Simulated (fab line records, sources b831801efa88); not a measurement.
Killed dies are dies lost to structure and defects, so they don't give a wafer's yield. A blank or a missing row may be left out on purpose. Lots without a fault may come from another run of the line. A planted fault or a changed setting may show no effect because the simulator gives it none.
fab line records | flow gf180mcu
record lots=14 wafers=42 last_day=34
route steps=602 shown V3@445 M4@468 V4@477
lots that met no fault: from a run of the same line without faults
start_h: hours from the record's first day to the start of the lot's first wafer shown | wait_h: hours since the lot's step before | " the same as in the row above | L1.1+2: a row that stands for several wafers | - no value, or no start given | * or withheld: withheld | < > ~ a bound
route shown NAME@n: a module of which the file shows steps, and the number in the route of the first | usual: mean/standard deviation of fault-free wafers | same: alike in all rows | chamber/n: place in a boat | sites: the reading at each site | _std_site: their standard deviation | _edge_site: outer sites' mean less inner sites' | radius_mm: how far each site lies from the wafer's centre | mask NAME#n: copy n | behind: the tool/chamber that last shaped the wafer | hold: why the lot was held/for how many hours/how that ended | device: the transistor (n, p or np) that didn't switch | end of line: the same wafers' tests at the end of the route | a step without rows: its recipe alone | killed: dies lost to structure and defects at the first sort, not the wafer's yield | map: a wafer's dies, x killed, . not, _ none there
set.NAME: the setting as run; set.NAME@STEP: as run at that earlier step | model.NAME: the simulator's own value behind a step, which no gauge read
steps of the route over a sample of lots; a table a step, a row a wafer
services: from which hour (start_h, from the record's first day; less than 0 if before it) a tool's chamber was out of use, for how many hours, and why
## steps
# step GF_V3_ETCH_16
# recipe chemistry=N2/H2 target_depth_a=withheld overetch_a=withheld time_s=withheld target=BARC ion_energy_ev=200 source_w=500 bias_w=100 pressure_mtorr=30 n2_flow_sccm=100 h2_flow_sccm=200
# usual bias_w=100.0/0.32 drypump_motor_current_A=5.8/0.62 oes_product_au=0.855/0.0049 throttle_valve_pct=13.224/0.0092
# columns lot.wafer tool chamber start_h wait_h bias_w drypump_motor_current_A oes_product_au throttle_valve_pct
L677.2 rie_diel-04 3 513.80 0.0 100.5 5.8 0.850 13.223
L677.5 " 1 " " 99.9 5.2 0.852 13.222
L677.6 " 0 " " 99.9 6.4 0.859 13.215
L678.1 rie_diel-04 3 522.82 0.0 100.4 5.8 0.854 13.231
L678.2 " 0 " " 99.4 6.4 0.847 13.222
L678.5 " 3 " " 100.2 5.8 0.854 13.221
L679.1 rie_diel-01 3 527.50 0.0 99.9 5.0 0.862 13.222
L679.2 " 2 " " 100.1 4.8 0.852 13.232
L679.4 " 0 " " 100.4 5.5 0.865 13.223
L682.1 rie_diel-01 3 555.77 0.0 100.4 5.0 0.847 13.229
L682.3 " 2 " " 99.4 4.8 0.855 13.211
L682.6 " 3 " " 100.5 4.9 0.851 13.222
L683.2 rie_diel-01 0 569.55 0.0 99.7 5.6 0.857 13.240
L683.4 " 3 " " 100.0 5.0 0.860 13.227
L683.6 " 2 " " 99.8 4.8 0.849 13.225
L684.1 rie_diel-01 0 573.50 0.0 99.3 5.6 0.856 13.205
L684.3 " 2 " " 100.4 4.8 0.850 13.213
L684.4 " 3 " " 100.3 5.0 0.858 13.223
L685.1 rie_diel-04 3 582.25 0.0 100.0 5.8 0.852 13.215
L685.3 " 2 " " 100.5 6.0 0.859 13.227
L685.5 " 2 " " 100.1 6.0 0.853 13.221
L688.2 rie_diel-04 3 605.90 0.0 99.5 5.8 0.867 13.234
L688.4 " 0 " " 100.2 6.4 0.852 13.220
L688.6 " 0 " " 100.5 6.4 0.859 13.210
L691.2 rie_diel-01 0 639.27 0.0 100.3 5.6 0.851 13.238
L691.3 " 2 " " 99.7 4.8 0.857 13.230
L691.6 " 0 " " 100.1 5.5 0.862 13.232
L692.1 rie_diel-04 3 643.22 0.0 99.9 5.8 0.854 13.238
L692.3 " 0 " " 99.9 6.4 0.857 13.217
L692.6 " 3 " " 100.6 5.8 0.857 13.218
L693.1 rie_diel-02 2 647.92 0.0 99.5 6.1 0.850 13.224
L693.4 " 3 " " 101.0 6.5 0.855 13.232
L693.5 " 2 " " 99.7 6.1 0.852 13.215
L697.2 rie_diel-04 2 674.10 0.0 99.9 6.0 0.848 13.236
L697.4 " 3 " " 99.9 5.8 0.864 13.215
L697.6 " 0 " " 100.2 6.4 0.853 13.229
L698.2 rie_diel-04 0 677.80 0.0 100.1 6.4 0.863 13.235
L698.3 " 3 " " 99.7 5.8 0.862 13.210
L698.4 " 1 " " 99.4 5.1 0.860 13.225
L700.1 rie_diel-04 0 688.70 0.0 99.7 6.4 0.845 13.215
L700.2 " 1 " " 100.1 5.2 0.855 13.226
L700.4 " 0 " " 100.0 6.4 0.850 13.215
# step GF_V3_CMP_26
# recipe stop_on=SiO2 down_force_psi=3.5 platen_rpm=60 t_overpolish_s=15 target_thk_nm=0 pad_velocity_m_s=0.94248
# usual motor_current_A=11.0/0.87 overpolish_run_s=15.000/0.0097 platen_rpm=60.00/0.044 slurry_filter_dp_kPa=13.50/0.14 time_to_endpoint_s=84.1/2.7
# columns lot.wafer tool chamber start_h wait_h motor_current_A overpolish_run_s platen_rpm slurry_filter_dp_kPa time_to_endpoint_s
L677.2 cmp-02 3 514.99 0.1 9.7 14.993 59.96 13.57 80.9
L677.5 " 1 " " 11.8 15.006 59.95 13.61 79.3
L677.6 " 2 " " 11.7 14.996 60.00 13.68 81.9
L678.1 cmp-02 0 523.87 0.1 10.9 15.011 60.01 13.41 83.0
L678.2 " 2 " " 10.8 14.990 59.95 13.57 79.6
L678.5 " 0 " " 12.1 14.989 60.01 13.58 80.5
L679.1 cmp-02 3 528.56 0.1 9.9 14.995 59.94 13.66 83.7
L679.4 " 1 " " 11.7 15.007 60.07 13.29 87.3
L679.2 " 2 " " 11.6 15.006 60.02 13.76 82.2
L682.1 cmp-02 2 556.83 0.1 11.3 14.995 59.99 13.54 86.2
L682.3 " 0 " " 11.4 14.981 60.05 13.62 80.5
L682.6 " 3 " " 9.3 15.007 60.02 13.61 82.9
L683.2 cmp-01 1 570.71 0.1 10.6 14.989 60.01 13.47 84.2
L683.4 " 2 " " 11.6 15.012 60.05 13.62 90.1
L683.6 " 0 " " 10.6 14.994 59.91 13.62 85.4
L684.4 cmp-01 0 574.56 0.0 10.1 14.998 60.07 13.56 84.7
L684.3 " 1 " " 9.9 15.000 59.99 13.33 82.3
L684.1 " 3 " " 10.4 15.011 59.95 13.57 82.1
L685.3 cmp-01 1 583.34 0.0 10.7 14.989 59.94 13.59 82.4
L685.1 " 0 " " 10.1 14.993 59.94 13.66 84.1
L685.5 " 2 " " 11.6 14.979 59.95 13.70 84.0
L688.2 cmp-01 1 607.00 0.0 10.8 14.992 60.00 13.41 78.2
L688.4 " 2 " " 11.4 15.001 60.04 13.34 79.9
L688.6 " 1 " " 10.6 15.015 59.98 13.56 78.6
L691.2 cmp-01 2 640.41 0.1 10.8 15.002 59.95 13.68 79.6
L691.3 " 3 " " 10.2 14.996 60.05 13.52 80.1
L691.6 " 1 " " 10.7 15.001 60.09 13.34 83.1
L692.1 cmp-02 1 644.29 0.1 12.1 14.988 60.02 13.60 83.8
L692.3 " 0 " " 12.0 14.995 59.91 13.43 83.5
L692.6 " 1 " " 12.1 14.999 59.96 13.41 83.4
L693.1 cmp-02 3 649.07 0.1 9.9 14.998 59.94 13.66 86.7
L693.4 " 0 " " 11.4 14.997 59.98 13.34 82.6
L693.5 " 1 " " 12.3 15.009 60.04 13.45 83.7
L697.2 cmp-01 1 675.23 0.1 10.6 15.000 59.96 13.36 86.7
L697.4 " 3 " " 10.8 15.011 60.00 13.57 84.3
L697.6 " 0 " " 10.1 14.995 59.98 13.66 85.7
L698.3 cmp-01 1 678.89 0.0 10.3 14.998 59.98 13.39 82.8
L698.2 " 2 " " 11.5 15.004 59.99 13.48 85.2
L698.4 " 0 " " 10.1 14.990 60.05 13.55 84.9
L700.2 cmp-02 3 689.81 0.1 9.4 15.001 60.06 13.41 85.5
L700.1 " 0 " " 11.5 15.010 59.94 13.47 85.7
L700.4 " 1 " " 11.8 15.014 59.98 13.36 86.3
# step GF_M4_PEB_12
# recipe peb_temp_c=135 peb_time_s=90 resist=KrF
# usual heater_power_total_W=85.70/0.085 resist_line_temp_C=23.01/0.11
# columns lot.wafer tool chamber start_h wait_h heater_power_total_W resist_line_temp_C
L677.2 litho_track-04 0 538.15 - 85.62 22.96
L677.5 " 0 " " 85.79 23.14
L677.6 " 0 " " 85.73 23.13
L678.1 litho_track-03 0 546.72 - 85.59 23.11
L678.2 " 0 " " 85.58 23.08
L678.5 " 0 " " 85.76 23.16
L679.1 litho_track-04 0 550.66 - 85.70 22.94
L679.2 " 0 " " 85.71 22.78
L679.4 " 0 " " 85.81 23.01
L682.1 litho_track-01 0 579.20 - 85.53 22.83
L682.3 " 0 " " 85.79 22.98
L682.6 " 0 " " 85.63 22.76
L683.2 litho_track-04 0 592.85 - 85.80 22.96
L683.4 " 0 " " 85.59 22.98
L683.6 " 0 " " 85.75 22.99
L684.1 litho_track-01 0 596.30 - 85.64 23.07
L684.3 " 0 " " 85.72 22.92
L684.4 " 0 " " 85.75 22.89
L685.1 litho_track-03 0 604.87 - 85.73 22.99
L685.3 " 0 " " 85.71 23.10
L685.5 " 0 " " 85.78 23.02
L688.2 litho_track-01 0 627.93 - 85.56 22.96
L688.4 " 0 " " 85.70 22.80
L688.6 " 0 " " 85.65 22.79
L691.2 litho_track-04 0 660.50 - 85.60 23.07
L691.3 " 0 " " 85.86 22.96
L691.6 " 0 " " 85.59 22.97
L692.1 litho_track-03 0 663.57 - 85.72 22.96
L692.3 " 0 " " 85.69 23.03
L692.6 " 0 " " 85.80 23.17
L693.1 litho_track-03 0 668.42 - 85.79 23.06
L693.4 " 0 " " 85.72 23.05
L693.5 " 0 " " 85.82 23.05
L697.2 litho_track-01 0 693.68 - 114.51 22.90
L697.4 " 0 " " 114.35 22.97
L697.6 " 0 " " 114.31 22.70
L698.2 litho_track-01 0 697.38 - 114.15 23.08
L698.3 " 0 " " 114.37 22.95
L698.4 " 0 " " 114.39 23.21
L700.1 litho_track-04 0 708.36 - 85.62 22.91
L700.2 " 0 " " 85.76 23.07
L700.4 " 0 " " 85.60 23.03
# step GF_M4_CD_MEAS_14
# recipe target_cd_nm=280
# usual cd_nm=279.9/1
# columns lot.wafer tool chamber start_h wait_h cd_nm
L677.2 cd_sem-02 - 538.48 0.1 279.3
L677.5 " - " " 279.2
L677.6 " - " " 278.8
L678.1 cd_sem-02 - 547.07 0.1 281.5
L678.2 " - " " 281.0
L678.5 " - " " 281.0
L679.1 cd_sem-01 - 551.16 0.3 280.9
L679.2 " - " " 280.1
L679.4 " - " " 281.1
L682.1 cd_sem-02 - 579.55 0.1 281.6
L682.3 " - " " 282.2
L682.6 " - " " 281.5
L683.2 cd_sem-01 - 593.18 0.1 280.3
L683.4 " - " " 279.7
L683.6 " - " " 279.5
L684.1 cd_sem-02 - 596.65 0.1 279.1
L684.3 " - " " 279.8
L684.4 " - " " 279.8
L685.1 cd_sem-01 - 605.22 0.1 280.1
L685.3 " - " " 280.5
L685.5 " - " " 278.8
L688.2 cd_sem-01 - 628.27 0.1 277.8
L688.4 " - " " 278.0
L688.6 " - " " 277.6
L691.2 cd_sem-01 - 660.83 0.1 279.6
L691.3 " - " " 279.8
L691.6 " - " " 279.9
L692.1 cd_sem-01 - 663.92 0.1 280.9
L692.3 " - " " 280.4
L692.6 " - " " 280.2
L693.1 cd_sem-01 - 668.77 0.1 280.8
L693.4 " - " " 278.5
L693.5 " - " " 279.6
L697.2 cd_sem-02 - 694.01 0.1 309.0
L697.4 " - " " 308.9
L697.6 " - " " 308.7
L698.2 cd_sem-02 - 697.71 0.1 309.9
L698.3 " - " " 308.6
L698.4 " - " " 309.8
L700.1 cd_sem-01 - 708.71 0.1 279.1
L700.2 " - " " 278.9
L700.4 " - " " 279.1
# step GF_V4_THK_MEAS_01
# recipe reads=SiO2_of_V4_CVD_00
# usual V4_CVD_00_THK=600/5.3
# columns lot.wafer tool chamber start_h wait_h V4_CVD_00_THK[nm]
L677.2 film_metro-01 - 539.39 0.0 599
L677.5 " - " " 597
L677.6 " - " " 605
L678.1 film_metro-04 - 547.95 0.0 600
L678.2 " - " " 601
L678.5 " - " " 601
L679.1 film_metro-03 - 552.09 0.0 602
L679.2 " - " " 605
L679.4 " - " " 602
L682.1 film_metro-03 - 580.45 0.0 602
L682.3 " - " " 600
L682.6 " - " " 605
L683.2 film_metro-04 - 594.05 0.0 599
L683.4 " - " " 592
L683.6 " - " " 596
L684.1 film_metro-04 - 597.53 0.0 608
L684.3 " - " " 602
L684.4 " - " " 599
L685.1 film_metro-01 - 606.13 0.0 601
L685.3 " - " " 604
L685.5 " - " " 600
L688.2 film_metro-03 - 629.19 0.0 599
L688.4 " - " " 603
L688.6 " - " " 602
L691.2 film_metro-01 - 661.70 0.0 603
L691.3 " - " " 603
L691.6 " - " " 601
L692.1 film_metro-04 - 664.80 0.0 603
L692.3 " - " " 593
L692.6 " - " " 604
L693.1 film_metro-03 - 669.64 0.0 602
L693.4 " - " " 599
L693.5 " - " " 600
L697.2 film_metro-04 - 694.89 0.0 605
L697.4 " - " " 600
L697.6 " - " " 604
L698.2 film_metro-01 - 698.59 0.0 589
L698.3 " - " " 593
L698.4 " - " " 596
L700.1 film_metro-03 - 709.62 0.0 595
L700.2 " - " " 595
L700.4 " - " " 601
## services
# columns tool chamber start_h hours kind
rie_diel-04 3 491.63 - clean
rie_diel-04 3 491.63 15.1 scheduled_down
rie_diel-04 3 491.63 15.1 vent_cycle
cmp-02 - 494.01 0.5 repair
cmp-01 - 495.14 1.4 repair
cmp-02 - 499.93 7.0 pm
cmp-01 - 511.02 5.8 repair
cmp-02 - 516.81 4.7 pm
rie_diel-04 0 523.40 - clean
rie_diel-04 0 523.40 18.5 scheduled_down
rie_diel-04 0 523.40 18.5 vent_cycle
rie_diel-04 3 542.13 6.9 repair
rie_diel-04 1 564.00 19.3 repair
rie_diel-01 1 567.61 1.7 repair
rie_diel-01 - 570.70 1.3 repair
cmp-02 - 572.13 4.0 pm
cmp-02 - 576.13 - consumable_replace:conditioner
rie_diel-02 - 600.20 0.9 repair
cmp-01 - 625.23 10.2 pm
cmp-02 - 649.50 0.3 repair
rie_diel-02 - 672.25 2.8 pm
rie_diel-04 3 684.94 6.9 repair
cmp-02 - 694.46 0.7 repair
rie_diel-04 3 701.67 3.2 repair
## key
first_sign step=GF_M4_PEB_12 reading=heater_power_total_W direction=up sigmas=99+ usual=85.70 struck=114.34
effect step=GF_M4_CD_MEAS_14 reading=cd_nm direction=up sigmas=29 usual=279.9 struck=309.1
met_at GF_M4_PEB_12
struck_lots L697,L698
sort_left_out L697.2,L697.4,L697.6,L698.2,L698.3,L698.4
tester_left_out L698
not_acting_at GF_V3_ETCH_16,GF_V3_CMP_26,GF_V4_THK_MEAS_01
onset_between 627.93 693.68
earlier_fault kind=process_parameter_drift tool=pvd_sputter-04 chamber=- onset_h=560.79 steps=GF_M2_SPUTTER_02 channel=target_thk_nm offset=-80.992 shape=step acts_in=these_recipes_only stated=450 scope=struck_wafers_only
earlier_fault kind=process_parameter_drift tool=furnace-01 chamber=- onset_h=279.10 steps=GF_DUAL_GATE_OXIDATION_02 channel=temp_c offset=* shape=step end_h=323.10 acts_in=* stated=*
fault kind=process_parameter_drift tool=litho_track-01 chamber=- onset_h=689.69 steps=GF_M4_PEB_12 channel=peb_time_s offset=* shape=step acts_in=* stated=*
# tester_left_out: of these lots the tester's yield and bins aren't shown, on N5 and GAA mostly nor the transistor test; their killed dies are dies lost to structure and defects alone, not to doping, threshold or leakage, so they don't give the yield
# sort_left_out: the simulated sort isn't trusted on such a fault, so these wafers' sort isn't shown, and their yield isn't known
